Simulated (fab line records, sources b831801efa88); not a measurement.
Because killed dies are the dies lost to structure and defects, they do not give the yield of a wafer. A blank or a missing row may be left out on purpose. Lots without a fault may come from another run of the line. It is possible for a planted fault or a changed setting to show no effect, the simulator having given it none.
A struck lot beside a sound one | flow sky130 | 16 steps out of a route of 708
Sound: the wafers L867.1, L867.2, L867.3. Struck: wafers L873.3, L873.5, L873.6. Last of all comes the cause.
At each step with rows: each side's tool, then ch and its chambers, then its first start. Under that, the readings that differ: sound wafers | struck wafers | difference of the means | sigmas: that difference in standard deviations of wafers without a fault.
alike: readings whose means differ by less than 2 such deviations, and words and numbers that are the same on both sides. not compared: withheld readings, readings that some wafer has no value for, bounds like >300 that may hide the same value, and numbers for which the record gives no deviation and whose values overlap.
The two part at a step that has a row with sigmas, a row that says differs or no value, or rows on one side only. When numbers do not overlap yet have no deviation, they are printed without sigmas and do not part them. A reading that every wafer of one side lacks parts them only if that side has two wafers or more.

SKY_LOCAL_INTERCONNECT_THK_MEAS_02: measures by xrf.
  struck on filmMetro-02, day 33 00:53; sound on filmMetro-02, day 30 05:35
  alike: LOCAL_INTERCONNECT_TIN_THK
then, 8 steps without rows for these wafers: SKY_LOCAL_INTERCONNECT_DEHYDRATE_03 (time 60 s); SKY_LOCAL_INTERCONNECT_HMDS_04 (prime time 60 s); SKY_LOCAL_INTERCONNECT_COAT_05 (resist thk 60 nm); SKY_LOCAL_INTERCONNECT_COAT_06 (resist thk 450 nm); SKY_LOCAL_INTERCONNECT_SOFTBAKE_07 (time 90 s); SKY_LOCAL_INTERCONNECT_EXPOSE_08 (exposes mask LI1M, target cd 170 nm); SKY_LOCAL_INTERCONNECT_PEB_09; SKY_LOCAL_INTERCONNECT_DEVELOP_10 (develop time 60 s).
SKY_LOCAL_INTERCONNECT_CD_MEAS_11: the cd target is 170 nm.
  struck on cdSem-01, day 34 03:22; sound on cdSem-02, day 31 08:13
  alike: cdNm
SKY_LOCAL_INTERCONNECT_OVL_MEAS_12:
  struck on overlay-01, day 34 03:28; sound on overlay-01, day 31 08:20
  alike: LOCAL_INTERCONNECT_OVL
SKY_LOCAL_INTERCONNECT_ETCH_13: etches BARC in N2/H2, stops on SiO2, time 45.9 s, target depth 60 nm.
  sound on rieMetal-01 ch 0,1, day 31 08:23; struck on rieMetal-01 ch 0,1, day 34 03:30
  alike: biasW, chamberPressureMTorr, drypumpMotorCurrentA, oesProductAu, throttleValvePct
  not compared: rfHoursCounterH
SKY_LOCAL_INTERCONNECT_METAL_ETCH_14: etches TiN in Cl2/BCl3, stops on PSG, target depth 110 nm, time 31.4 s.
  sound on rieMetal-01 ch 0,1, day 31 08:26; struck on rieMetal-01 ch 0,1, day 34 03:34
  no value came back on the struck wafers for any of 5 readings (bcl3FlowSccm (sccm), biasW (W) and others); on the sound wafers bcl3FlowSccm (sccm) reads 30.05 29.99 30.20
reading                                                  | sound           | struck            | difference | sigmas
model.KrF-thick_of_LOCAL_INTERCONNECT_COAT_06.thkNm (nm) | 349.5 347 347.5 | 394.5 393.2 394.6 | +46.1      | 
  not compared: rfHoursCounterH
SKY_LOCAL_INTERCONNECT_STRIP_15: strips in O2/N2.
  sound on plasmaAsher-01 ch 0,1, day 31 08:29; struck on plasmaAsher-01 ch 0,1, day 34 03:38
reading                  | sound             | struck            | difference | sigmas
oesProductAu (a.u.)      | 0.422 0.429 0.425 | 0.447 0.447 0.447 | +0.022     | +4
stripTimeToEndpointS (s) | 4.734 4.697 4.718 | 5.224 5.196 5.208 | +0.493     | +19
  alike: drypumpMotorCurrentA
  not compared: rfHoursCounterH
then, 1 step without rows for these wafers: SKY_LOCAL_INTERCONNECT_STRIP_16 (strips in post etch residue remover, time 1200 s).
-- record jumps: 14 days separate the struck wafers' starts on either side; left off in module LOCAL_INTERCONNECT, taken up again in module PAD_OPEN, whose first shown step is the route's number 708 --
SKY_PAD_OPEN_PROBE_99:
  struck on prober-01, day 48 15:06; sound on prober-01, day 46 15:53
reading          | sound    | struck      | difference | sigmas
killedAtContacts | 27 28 22 | 430 438 430 | +407       | +77
killedDies       | 87 80 73 | 492 492 492 | +412       | +46
killedOnRim      | 19 12 12 | 96 96 96    | +82        | +22
  alike: killed_at_M0_to_M3, killed_at_M4_up, killedAtFrontEnd, killedAtOther, killedOpen, killedShort

## WHERE THEY PART
Earliest at SKY_LOCAL_INTERCONNECT_METAL_ETCH_14; latest, in this record, at SKY_PAD_OPEN_PROBE_99.

WHY: what the simulator had put in
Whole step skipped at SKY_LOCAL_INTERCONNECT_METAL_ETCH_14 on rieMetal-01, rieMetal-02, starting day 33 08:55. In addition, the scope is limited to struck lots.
